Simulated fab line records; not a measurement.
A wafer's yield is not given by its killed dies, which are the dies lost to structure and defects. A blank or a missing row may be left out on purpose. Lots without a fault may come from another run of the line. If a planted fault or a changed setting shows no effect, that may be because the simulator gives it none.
fab line records    flow sky130
record lots=5  wafers=13  last-day=50
route steps=708 shown VIA2@525 METAL3@532 CAPM@537 PAD_OPEN@708
lots that met no fault: taken from a fault-free run of the same line
start-h: hours from the record's opening day to when the first of the lot's shown wafers began    wait-h: how many hours have passed since the lot's step before this one    " unchanged from the row above    L1.1+2: one row covering several wafers at once    - no value, or no start was given    * or withheld: withheld    < > ~ a bound
route shown NAME@n: a module of which the file shows steps, and the number in the route of the first    usual: mean/standard deviation taken from wafers without a fault    same: alike in all rows    chamber/n: place in a boat    sites: each site's reading    _std_site: standard deviation of those values    _edge_site: mean of outer sites minus mean of inner sites    radius-mm: for every site, how far away it sits from the centre of the wafer    mask NAME#n: copy n    behind: tool/chamber where the wafer was last shaped    hold: reason for holding the lot/hours on hold/outcome of the hold    device: the transistor (n, p or np) that didn't switch    end of line: the same wafers' tests at the end of the route    a step with no rows: only its recipe    killed: at the first sort, the dies lost to defects and structure; wafer yield is something else    map: a wafer's dies, x killed, . not, _ none there
set.NAME: the setting as run; set.NAME@STEP: as run at that earlier step    model.NAME: the simulator's own value behind a step, which no gauge read
lots at some steps of the route; a table a step, a row a wafer
services: the hour from which a tool's chamber was out of use, counted from the record's first day as start-h (under 0 if before that day), plus the number of hours and why
## steps
# step SKY_VIA2_CLEAN_18
# recipe chemistry=IPA  time-s=180  temp-c=25
# step SKY_VIA2_CLEAN_19
# recipe chemistry=O3/DIW  dry=n2-spin
# step SKY_VIA2_SPUTTER_20
# recipe material=TiN  target-thk-nm=20  chamber-pressure-pa=5  power-w=4000  time-s=80
# step SKY_VIA2_CVD_21
# recipe material=W  target-thk-nm=420  time-s=126.4  temp-c=400  pressure-torr=40
# step SKY_VIA2_CMP_24
# recipe stop-on=SiO2  t-overpolish-s=20  down-force-psi=3.5  platen-rpm=60  target-thk-nm=0  pad-velocity-m-s=0.94248
# step SKY_METAL3_SPUTTER_00
# recipe material=Ti  target-thk-nm=15  power-w=3000  time-s=10  chamber-pressure-pa=0.4
# step SKY_METAL3_SPUTTER_01
# recipe material=TiN  target-thk-nm=20  power-w=6500  time-s=16.7  chamber-pressure-pa=0.4
# step SKY_METAL3_SPUTTER_02
# recipe material=AlCu  target-thk-nm=735  power-w=10600  time-s=39.1  chamber-pressure-pa=0.4
# step SKY_METAL3_SPUTTER_03
# recipe material=Ti  target-thk-nm=5  power-w=3000  time-s=3.3  chamber-pressure-pa=0.4
# step SKY_METAL3_SPUTTER_04
# recipe material=TiN  target-thk-nm=70  power-w=6500  time-s=58.3  chamber-pressure-pa=0.4
# step SKY_CAPM_CVD_00
# recipe material=SiO2  target-thk-nm=15.5  temp-c=400  time-s=withheld  rf-w=450
# usual heater-power-w=710/78
lot.wafer  tool      chamber  start-h  wait-h  heater-power-w  model.SiO2_of_CAPM_CVD_00.thk-nm
L297.2     pecvd-02  1        906.75   0.0     686             15.11
L297.3     "         0        "        "       691             15.29
L297.6     "         0        "        "       671             15.23
L301.2     pecvd-02  0        932.04   0.0     603             14.73
L301.5     "         2        "        "       644             15.83
L302.2     pecvd-02  2        935.15   0.0     693             14.38
L302.3     "         1        "        "       684             15.25
L302.5     "         0        "        "       596             15.31
L305.2     pecvd-02  0        954.54   0.0     648             14.32
L305.3     "         2        "        "       624             15.14
L313.2     pecvd-03  0        1005.91  0.0     673             15.06
L313.3     "         2        "        "       880             15.3
L313.6     "         2        "        "       884             15.22
# step SKY_CAPM_THK_MEAS_01
# recipe reads=SiO2_of_CAPM_CVD_00
# usual CAPM_CVD_00_THK=15.47/0.24
lot.wafer  tool           chamber  start-h  wait-h  hold                      CAPM_CVD_00_THK[nm]
L297.2     film-metro-02  -        906.78   -       -                         15.15
L297.3     "              -        "        "       -                         15.22
L297.6     "              -        "        "       -                         15.25
L301.2     film-metro-04  -        932.07   -       -                         14.70
L301.5     "              -        "        "       -                         15.81
L302.2     film-metro-02  -        935.18   -       await-dispo/0.2h/release  14.38
L302.3     "              -        "        "       await-dispo/0.2h/release  15.26
L302.5     "              -        "        "       await-dispo/0.2h/release  15.26
L302.2     film-metro-02  -        935.41   0.2     -                         14.36
L302.3     "              -        "        "       -                         15.21
L302.5     "              -        "        "       -                         15.25
L305.2     film-metro-04  -        954.57   -       await-dispo/0.2h/release  14.34
L305.3     "              -        "        "       await-dispo/0.2h/release  15.18
L305.2     film-metro-04  -        954.86   0.3     -                         14.33
L305.3     "              -        "        "       -                         15.16
L313.2     film-metro-02  -        1005.95  -       -                         15.03
L313.3     "              -        "        "       -                         15.31
L313.6     "              -        "        "       -                         15.23
# step SKY_CAPM_DEHYDRATE_05
# recipe temp-c=200  time-s=60
# step SKY_CAPM_HMDS_06
# recipe prime-time-s=60  prime-temp-c=120
# step SKY_CAPM_COAT_07
# recipe resist=NOVOLAK  spin-rpm=3000  resist-thk-nm=1140
# step SKY_CAPM_SOFTBAKE_08
# recipe temp-c=90  time-s=60  resist=NOVOLAK
# step SKY_CAPM_EXPOSE_09
# recipe mask-id=CAPM  na=0.6  source-shape=conventional  sigma-outer=0.6  polarization=unpolarized  target-cd-nm=1000  dose-mj=159
# step SKY_CAPM_PEB_10
# recipe temp-c=withheld  time-s=*  resist=NOVOLAK
# step SKY_CAPM_DEVELOP_11
# recipe resist=NOVOLAK  developer=TMAH  develop-time-s=60  dev-temp-c=23
# step SKY_CAPM_METAL_ETCH_13
# recipe target-depth-nm=220  stop-on=SiO2  chemistry=Cl2/BCl3  target=TiN  pressure-mtorr=10  icp-w=900  bias-w=48.5  Cl2_flow_sccm=60  bcl3-flow-sccm=30  time-s=62.9
# step SKY_CAPM_STRIP_14
# recipe chemistry=O2/N2  power-w=1400  pressure-mtorr=1500  platen-temp-c=withheld  o2-flow-sccm=3000  n2-flow-sccm=300  overash-fraction=0.5
# step SKY_CAPM_STRIP_15
# recipe chemistry=post-etch-residue-remover  time-s=1200  temp-c=72.5
# step SKY_CAPM_CLEAN_16
# recipe chemistry=IPA  time-s=180  temp-c=25
# step SKY_CAPM_CLEAN_17
# recipe chemistry=O3/DIW  dry=n2-spin
# step SKY_METAL3_DEHYDRATE_05
# recipe temp-c=200  time-s=60
# step SKY_METAL3_HMDS_06
# recipe prime-time-s=60  prime-temp-c=120
# step SKY_METAL3_COAT_07
# recipe resist=BARC  temp-c=withheld  time-s=withheld  spin-rpm=3000  resist-thk-nm=60
# step SKY_METAL3_COAT_08
# recipe resist=KrF-thick  spin-rpm=3000  resist-thk-nm=1140
# step SKY_METAL3_SOFTBAKE_09
# recipe temp-c=100  time-s=90  resist=KrF-thick
# step SKY_METAL3_EXPOSE_10
# recipe mask-id=MM3  na=0.68  source-shape=annular  sigma-inner=0.4  sigma-outer=0.8  target-cd-nm=300  dose-mj=28
# step SKY_METAL3_PEB_11
# recipe peb-temp-c=withheld  peb-time-s=withheld  resist=KrF-thick
# step SKY_METAL3_DEVELOP_12
# recipe develop-time-s=60  resist=KrF-thick  dev-temp-c=21
# step SKY_METAL3_DESCUM_15
# recipe chemistry=O2  source-power-w=150  bias-power-w=0  pressure-mtorr=10  temp-c=40  time-s=8
# step SKY_METAL3_ETCH_16
# recipe chemistry=N2/H2  target=BARC  ion-energy-ev=200  bias-w=100  pressure-mtorr=30  n2-flow-sccm=100  h2-flow-sccm=200  icp-w=500  stop-on=SiO2  time-s=88.2  target-depth-a=600
# step SKY_METAL3_ETCH_17
# recipe target=SiO2  stop-on=TiN  chemistry=C4F8/O2/Ar  source-w=1500  bias-w=1200  pressure-mtorr=40  c4f8-flow-sccm=withheld  O2_flow_sccm=6  Ar_flow_sccm=300  time-s=3.9  target-depth-a=150
# usual chamber-pressure-mTorr=40.00/0.036  oes-product-au=0.754/0.0074
lot.wafer  tool         chamber  start-h  wait-h  chamber-pressure-mTorr  oes-product-au  rf-hours-counter-h  model.etch.depth-nm
L297.2     rie-diel-03  3        955.96   0.1     39.98                   0.750           17                  15.11
L297.3     "            0        "        "       40.01                   0.743           15                  15.29
L297.6     "            2        "        "       40.02                   0.746           -                   15.23
L301.2     rie-diel-04  3        981.34   0.1     40.02                   0.743           16                  14.73
L301.5     "            3        "        "       39.98                   0.756           -                   15.83
L302.2     rie-diel-04  2        985.09   0.1     40.00                   0.727           16                  14.38
L302.3     "            3        "        "       39.99                   0.755           16                  15.25
L302.5     "            0        "        "       39.96                   0.751           -                   15.31
L305.2     rie-diel-03  0        1002.63  0.1     40.03                   0.726           17                  14.32
L305.3     "            2        "        "       40.03                   0.753           4                   15.14
L313.2     rie-diel-04  3        1052.09  0.1     39.96                   0.745           18                  15.06
L313.3     "            1        "        "       39.98                   0.753           20                  15.3
L313.6     "            0        "        "       40.04                   0.751           -                   15.22
# step SKY_PAD_OPEN_PROBE_99
# usual defect-limited-yield=82.2/1.9  killed_at_M0_to_M3=43/6.5  killed_at_M4_up=3.5/1.9  killed-at-contacts=24/5.4  killed-at-front-end=16/4.8  killed-at-other=0.4/0.64  killed-dies=87/9.4  killed-open=47/7  killed-short=40/6.3  sort_bin_3_pad_short=0.9/0.4  sort_bin_5_function=10.5/1.4  sort_bin_6_memory=6.3/1.1  sort-n-pass=405/9.4  sort-yield-pct=82.2/1.9
# same gross-dies=492  killed-at-back-side=0  sort_bin_4_leakage[%]=0  sort_bin_8_speed[%]=0
lot.wafer  tool       chamber  start-h  wait-h  hold                      defect-limited-yield[%]  killed_at_M0_to_M3  killed_at_M4_up  killed-at-contacts  killed-at-front-end  killed-at-other  killed-dies  killed-open  killed-short  sort_bin_3_pad_short[%]  sort_bin_5_function[%]  sort_bin_6_memory[%]  sort-n-pass  sort-yield-pct[%]  model.etest.cap-mim.bv-v  model.etest.cap-mim.leak-log10-a-cm2  model.etest.cap-mim.c-ff-um2
L297.2     prober-02  -        1121.46  0.1     -                         82.3                     44                  6                16                  21                   0                87           42           45            1.6                      11.2                    4.9                   405          82.3               13.69                     -9.018                                2.404
L297.3     prober-02  -        1121.51  0.2     -                         79.7                     42                  7                27                  24                   0                100          47           53            2.0                      10.6                    7.7                   392          79.7               13.31                     -8.897                                2.368
L297.6     prober-02  -        1121.66  0.2     -                         85.6                     39                  2                17                  13                   0                71           39           32            0.4                      8.3                     5.7                   421          85.6               13.57                     -9.144                                2.387
L301.2     prober-01  -        1141.86  0.1     -                         80.5                     38                  3                39                  15                   1                96           57           38            0.6                      13.0                    5.9                   396          80.5               13.27                     -8.729                                2.463
L301.5     prober-01  -        1142.01  0.2     -                         80.1                     41                  8                28                  21                   0                98           52           45            0.4                      12.4                    7.1                   394          80.1               14.48                     -8.977                                2.297
L302.2     prober-02  -        1144.66  0.1     -                         81.1                     38                  3                36                  15                   1                93           51           41            1.2                      11.0                    6.7                   399          81.1               12.74                     -8.562                                2.521
L302.3     prober-02  -        1144.71  0.2     -                         82.7                     43                  5                21                  14                   2                85           43           40            0.8                      11.8                    4.7                   407          82.7               14.16                     -8.899                                2.388
L302.5     prober-02  -        1144.81  0.2     -                         81.1                     49                  3                23                  17                   1                93           46           46            0.8                      12.6                    5.5                   399          81.1               13.75                     -9.086                                2.373
L305.2     prober-01  -        1157.36  0.1     await-dispo/5.8h/release  79.1                     52                  5                33                  13                   0                103          57           46            1.4                      12.0                    7.5                   389          79.1               -                         -                                     -
L305.3     prober-01  -        1157.41  0.2     await-dispo/5.8h/release  81.5                     46                  1                29                  15                   0                91           44           47            0.8                      10.0                    7.7                   401          81.5               -                         -                                     -
L313.2     prober-01  -        1194.84  0.1     -                         82.7                     43                  2                19                  21                   0                85           46           39            0.8                      11.0                    5.5                   407          82.7               13.44                     -8.967                                2.421
L313.3     prober-01  -        1194.89  0.2     -                         83.9                     32                  1                20                  25                   1                79           34           44            0.8                      10.4                    4.9                   413          83.9               13.84                     -8.9                                  2.377
L313.6     prober-01  -        1195.04  0.2     -                         80.7                     42                  7                24                  21                   1                95           47           48            1.4                      11.0                    6.9                   397          80.7               13.27                     -8.805                                2.371
# killed by level:class
L297.2 VIA1:geometric-particle:open=10 VIA1:geometric-particle:short=8 POLY_GATE:geometric-particle:open=7 VIA2:geometric-particle:open=6 METAL1:geometric-particle:short=5 FIELD_ISO:geometric-particle:short=4 POLY_GATE:geometric-particle:short=4 VIA2:geometric-particle:short=4
L297.3 VIA1:geometric-particle:open=12 CONTACT:geometric-particle:short=8 METAL1:geometric-particle:short=8 VIA1:geometric-particle:short=8 FIELD_ISO:geometric-particle:open=7 LI_CONTACT:geometric-particle:open=7 POLY_GATE:geometric-particle:open=6 CONTACT:geometric-particle:open=5
L297.6 VIA3:geometric-particle:open=10 VIA1:geometric-particle:open=7 VIA2:geometric-particle:open=7 FIELD_ISO:geometric-particle:short=6 LI_CONTACT:geometric-particle:open=6 CONTACT:geometric-particle:short=4 VIA1:geometric-particle:short=4 CONTACT:geometric-particle:open=3
L301.2 CONTACT:geometric-particle:open=17 VIA1:geometric-particle:open=13 VIA2:geometric-particle:open=8 CONTACT:geometric-particle:short=7 LI_CONTACT:geometric-particle:short=6 LOCAL_INTERCONNECT:geometric-particle:short=4 VIA3:geometric-particle:open=4 METAL3:geometric-particle:short=4
L301.5 CONTACT:geometric-particle:open=11 FIELD_ISO:geometric-particle:short=9 VIA1:geometric-particle:open=8 FIELD_ISO:geometric-particle:open=6 VIA3:geometric-particle:open=6 LOCAL_INTERCONNECT:geometric-particle:short=6 VIA1:geometric-particle:short=6 METAL4:geometric-particle:short=6
L302.2 VIA1:geometric-particle:open=12 LI_CONTACT:geometric-particle:open=11 CONTACT:geometric-particle:open=8 LOCAL_INTERCONNECT:geometric-particle:short=7 VIA2:geometric-particle:open=5 POLY_GATE:geometric-particle:short=5 CONTACT:geometric-particle:short=5 METAL1:geometric-particle:short=5
L302.3 VIA3:geometric-particle:open=9 VIA1:geometric-particle:open=8 METAL2:geometric-particle:short=6 LI_CONTACT:geometric-particle:open=5 FIELD_ISO:geometric-particle:open=4 FIELD_ISO:geometric-particle:short=4 CONTACT:geometric-particle:short=4 CONTACT:geometric-particle:open=4
L302.5 VIA1:geometric-particle:open=11 METAL1:geometric-particle:short=9 LI_CONTACT:geometric-particle:open=7 CONTACT:geometric-particle:short=7 VIA2:geometric-particle:open=6 METAL2:geometric-particle:short=6 POLY_GATE:geometric-particle:open=5 VIA3:geometric-particle:open=5
L305.2 CONTACT:geometric-particle:open=15 VIA1:geometric-particle:open=10 VIA2:geometric-particle:open=9 METAL2:geometric-particle:short=8 LI_CONTACT:geometric-particle:open=5 LOCAL_INTERCONNECT:geometric-particle:short=5 METAL1:geometric-particle:short=5 CONTACT:geometric-particle:short=5
L305.3 VIA1:geometric-particle:open=14 CONTACT:geometric-particle:short=8 METAL1:geometric-particle:short=6 LOCAL_INTERCONNECT:geometric-particle:short=6 CONTACT:geometric-particle:open=6 VIA3:geometric-particle:open=6 POLY_GATE:geometric-particle:short=5 LI_CONTACT:geometric-particle:open=5
L313.2 VIA1:geometric-particle:open=9 VIA3:geometric-particle:open=9 FIELD_ISO:geometric-particle:short=8 CONTACT:geometric-particle:short=6 METAL2:geometric-particle:short=6 FIELD_ISO:geometric-particle:open=5 POLY_GATE:geometric-particle:open=5 CONTACT:geometric-particle:open=5
L313.3 POLY_GATE:geometric-particle:short=8 FIELD_ISO:geometric-particle:short=7 LI_CONTACT:geometric-particle:open=6 VIA2:geometric-particle:open=6 LOCAL_INTERCONNECT:geometric-particle:short=5 FIELD_ISO:geometric-particle:open=4 CONTACT:geometric-particle:open=4 VIA1:geometric-particle:open=4
L313.6 FIELD_ISO:geometric-particle:short=8 CONTACT:geometric-particle:open=8 VIA3:geometric-particle:open=8 FIELD_ISO:geometric-particle:open=6 CONTACT:geometric-particle:short=6 METAL2:geometric-particle:short=5 VIA1:geometric-particle:open=5 METAL1:geometric-particle:short=4
## services
tool         chamber  start-h  hours  kind
pecvd-03     2        913.41   13.2   repair
rie-diel-04  1        916.97   7.2    repair
pecvd-03     0        944.35   4.4    repair
pecvd-02     1        958.06   5.9    repair
rie-diel-03  -        995.79   3.9    repair
pecvd-03     1        999.38   -      clean
pecvd-03     1        999.38   -      consumable-replace:showerhead
pecvd-03     1        999.38   29.0   scheduled-down
pecvd-03     1        999.38   29.0   vent-cycle
pecvd-02     -        1014.03  2.8    pm
rie-diel-04  -        1025.73  2.8    pm
pecvd-02     1        1027.07  11.2   repair
pecvd-03     1        1030.02  5.5    scheduled-down
rie-diel-03  2        1039.05  7.4    repair
pecvd-03     1        1039.42  2.1    scheduled-down
## key
first-sign step=SKY_CAPM_THK_MEAS_01  reading=visit  direction=added
effect step=SKY_CAPM_THK_MEAS_01  reading=CAPM_CVD_00_THK  direction=down  sigmas=4.1  usual=15.47  struck=14.47
effect step=SKY_METAL3_ETCH_17  reading=oes-product-au  direction=down  sigmas=3  usual=0.754  struck=0.732
model-effect step=SKY_CAPM_CVD_00  value=SiO2_of_CAPM_CVD_00.thk-nm  without=15.32  struck=14.48
model-effect step=SKY_METAL3_ETCH_17  value=etch.depth-nm  without=15.32  struck=14.48
model-effect step=SKY_PAD_OPEN_PROBE_99  value=etest.cap-mim.bv-v  without=13.76  struck=13.01
met-at SKY_CAPM_CVD_00
struck-wafers L301.2,L302.2,L305.2
onset-between 906.75 932.04
fault kind=process-parameter-drift  tool=pecvd-02  chamber=-  onset-h=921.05  steps=SKY_CAPM_CVD_00  channel=time-s  offset=withheld  shape=step  end-h=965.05  scope=struck-wafers-only  acts-in=*
